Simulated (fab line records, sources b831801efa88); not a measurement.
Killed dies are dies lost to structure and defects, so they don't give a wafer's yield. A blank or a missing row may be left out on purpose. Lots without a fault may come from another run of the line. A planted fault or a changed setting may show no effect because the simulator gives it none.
Chamber matching | flow gf180mcu | GF_V4_CMP_04 on cmp-02: 4 sister chambers
The step polishes SiO2. 8 wafers are shown with their chamber, then 12 later ones without.

WAFERS WITH THEIR CHAMBER
wafer  | chamber | motor_current_A (A) | time_to_endpoint_s (s)
L080.1 | 2       | 13.2                | 77
L082.5 | 0       | 13.2                | 80
L085.1 | 1       | 12.4                | 81
L085.2 | 3       | 14.3                | 75
L085.4 | 2       | 14.0                | 83
L086.3 | 1       | 13.6                | 78
L086.5 | 3       | 13.7                | 86
L086.6 | 0       | 13.7                | 76

WAFERS WITHOUT THEIR CHAMBER
wafer  | motor_current_A (A) | time_to_endpoint_s (s)
L087.1 | 13.0                | 81
L087.3 | 13.3                | 76
L087.4 | 13.4                | 79
L088.1 | 12.2                | 82
L088.2 | 13.4                | 80
L088.3 | 13.3                | 86
L092.2 | 13.8                | 73
L092.3 | 12.8                | 82
L092.6 | 14.5                | 82
L094.1 | 12.4                | 82
L094.4 | 14.0                | 84
L094.5 | 13.4                | 81

WHICH CHAMBER EACH WENT THROUGH
wafer  | from the rows above               | in truth
L087.1 | can't be placed: 1 or 0 or 2 or 3 | 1
L087.3 | can't be placed: 0 or 1 or 2 or 3 | 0
L087.4 | can't be placed: 0 or 2 or 1 or 3 | 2
L088.1 | can't be placed: 1 or 0 or 2 or 3 | 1
L088.2 | can't be placed: 2 or 0 or 1 or 3 | 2
L088.3 | can't be placed: 2 or 1 or 3 or 0 | 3
L092.2 | can't be placed: 0 or 2 or 3 or 1 | 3
L092.3 | can't be placed: 1 or 0 or 2 or 3 | 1
L092.6 | can't be placed: 3 or 2 or 0 or 1 | 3
L094.1 | can't be placed: 1 or 0 or 2 or 3 | 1
L094.4 | can't be placed: 3 or 2 or 0 or 1 | 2
L094.5 | can't be placed: 2 or 0 or 1 or 3 | 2
Placed correctly: 0 of 12. Can't be placed from these rows: 12 (the true chamber is among the candidates in 12). Placed wrongly: 0.
How it was worked out, from the rows above alone: a wafer's distance from a chamber is the root of the sum, over the readings, of the square of ((its reading less the chamber's mean) divided by the reading's scatter). The wafer belongs to the nearest chamber; if the next one is less than 2 further off, it can't be placed. A chamber's mean is the mean of its shown wafers. The scatter: the root of (the sum of the squares of (reading less its chamber's mean) over the shown wafers, divided by (wafers less chambers)).
